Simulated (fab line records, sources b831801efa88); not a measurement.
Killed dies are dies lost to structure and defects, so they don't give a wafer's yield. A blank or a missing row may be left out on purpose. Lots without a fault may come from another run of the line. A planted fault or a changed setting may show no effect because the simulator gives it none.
One fault seen from 2 desks | flow sky130 | each desk has only its own numbers; what lay behind them comes last

THE TOOL OWNER'S DESK: pvd_sputter-01
The tool's own readings at SKY_METAL2_SPUTTER_02 (material AlCu, target thk 250 nm, time 13.3 s): means of the sampled wafers that have a number, for each lot that ran on this tool. A lot is out of limits, marked OUT, if its mean lies more than 4 standard deviations from the usual mean; the brackets give that distance.
Columns: A = cathode_dc_power_W at SKY_METAL2_SPUTTER_02, usual 10600 W; B = throttle_valve_pct at SKY_METAL2_SPUTTER_02, usual 30.6 %
lot  | first seen here | A     | B
L623 | day 34 17:08    | 10601 | 31.6
L626 | day 35 17:20    | 10600 | 29.8
L630 | day 36 22:25    | 10600 | 31.2
L631 | day 37 16:12    | 10597 | 30.2
L641 | day 40 07:54    | 10601 | 30.8
This desk's finding: nothing out of limits on any of the 5 lots.

THE METROLOGY DESK
What the gauges read, lot by lot, whatever tool the lot ran on: means of the sampled wafers that have a number. A lot is out of limits, marked OUT, if its mean lies more than 4 standard deviations from the usual mean; the brackets give that distance.
Columns: A = VIA4_HDPCVD_THK at SKY_VIA4_THK_MEAS_01, usual 1757 nm
lot  | first seen here | A
L621 | day 42 00:38    | 1769
L623 | day 42 10:20    | 1767
L626 | day 43 08:58    | 1763
L630 | day 44 10:05    | 1737
L631 | day 45 01:11    | 1776
L632 | day 45 11:54    | 1743
L636 | day 46 14:21    | 1741
L639 | day 47 01:37    | 1757
L641 | day 47 06:37    | 1756
L642 | day 47 09:29    | 1756
L644 | day 48 02:08    | 1760
This desk's finding: nothing out of limits on any of the 11 lots.

PUT TOGETHER
The tool owner's desk saw nothing out of limits.
The metrology desk saw nothing out of limits.

WHAT THE SIMULATOR HAD PUT IN
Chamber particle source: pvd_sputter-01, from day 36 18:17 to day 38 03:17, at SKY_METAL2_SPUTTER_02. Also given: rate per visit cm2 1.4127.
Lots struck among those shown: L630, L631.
